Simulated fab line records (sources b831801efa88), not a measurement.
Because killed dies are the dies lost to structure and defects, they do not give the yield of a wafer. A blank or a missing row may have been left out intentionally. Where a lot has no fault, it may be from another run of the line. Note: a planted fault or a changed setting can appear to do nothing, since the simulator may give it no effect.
A struck lot beside a sound one + flow sky130 + 17 steps out of a route of 708
Sound: these wafers, L490.2, L490.4, L490.5. The struck wafers were L497.1, L497.3, L497.6. Last of all comes the cause.
At each step with rows: each side's tool, then ch and its chambers, then its first start. Under that, the readings that differ: sound wafers + struck wafers + difference of the means + sigmas: that difference in standard deviations of wafers without a fault.
alike: a reading whose means differ by less than 2 such deviations, as well as words and numbers matching on both sides. not compared: withheld readings; readings where some wafer has no value; bounds like >300 that might hide an equal value; numbers whose values overlap and for which the record gives no deviation.
The two part at a step that has a row with sigmas, a row that says differs or no value, or rows on one side only. When numbers do not overlap yet have no deviation, they are printed without sigmas and do not part them. Lack of a reading on every wafer of one side parts them only where that side has two or more wafers.

first, 1 step without rows for these wafers: SKY_RES_XHIGH_IMPLANT_07.
SKY_RES_XHIGH_STRIP_08: strips in O2/N2.
  sound on plasma asher-04 ch 0,1, day 30 02:42; struck on plasma asher-04 ch 1, day 31 22:13
  alike: drypump motor current A, oes product au, strip time to endpoint s
  not compared: rf hours counter h
SKY_RES_XHIGH_TW_MEAS_09:
  struck on film metro-01, day 31 22:19; sound on film metro-01, day 30 02:49
  alike: RES_XHIGH_TW
then, 7 steps without rows for these wafers: SKY_SD_N_DEHYDRATE_00 (time 60 s); SKY_SD_N_HMDS_01 (prime time 60 s); SKY_SD_N_COAT_02 (resist thk 1140 nm); SKY_SD_N_SOFTBAKE_03 (time 60 s); SKY_SD_N_EXPOSE_04 (exposes mask NSDM, target cd 380 nm); SKY_SD_N_PEB_05; SKY_SD_N_DEVELOP_06 (develop time 60 s).
SKY_SD_N_CD_MEAS_07 targets a cd of 380 nm.
  struck on cd sem-02, day 33 00:37; sound on cd sem-01, day 31 06:16
  alike: cd nm
SKY_SD_N_OVL_MEAS_08:
  struck on overlay-01, day 33 00:44; sound on overlay-01, day 31 06:22
  alike: SD_N_OVL
SKY_SD_N_IMPLANT_09:
  sound on implanter-03 ch 0, day 31 06:25; struck on implanter-03 ch 0, day 33 00:46
  alike: beam on s, dose ions cm2, end station pressure torr
after that, 1 step had no rows for these wafers: SKY_SD_N_IMPLANT_10.
SKY_SD_N_STRIP_11: strips in O2/N2.
  sound on plasma asher-03 ch 0,1, day 31 06:41; struck on plasma asher-04 ch 0,1, day 33 01:04
| reading                      | sound             | struck            | difference | sigmas |
|------------------------------|-------------------|-------------------|------------|--------|
| strip time to endpoint s (s) | 22.63 22.58 22.64 | 22.48 22.45 22.47 | -0.15      | -4     |
  alike: drypump motor current A, oes product au
  not compared: rf hours counter h
SKY_SD_N_TW_MEAS_12:
  struck on film metro-03, day 33 01:10; sound on film metro-03, day 31 06:48
  alike: SD_N_TW
-- a jump in the record: the struck wafers' starts before and after are 16 days apart (it breaks off in module SD_N and resumes in module PAD_OPEN, where the first step shown is number 708 of the route) --
SKY_PAD_OPEN_PROBE_99:
  rows exist in the record for the struck wafers here (prober-01, day 49 11:15), but not for the sound ones

## WHERE THEY PART
Last at SKY_PAD_OPEN_PROBE_99 as far as this record goes, first at SKY_SD_N_STRIP_11.

WHY: the cause the simulator had injected
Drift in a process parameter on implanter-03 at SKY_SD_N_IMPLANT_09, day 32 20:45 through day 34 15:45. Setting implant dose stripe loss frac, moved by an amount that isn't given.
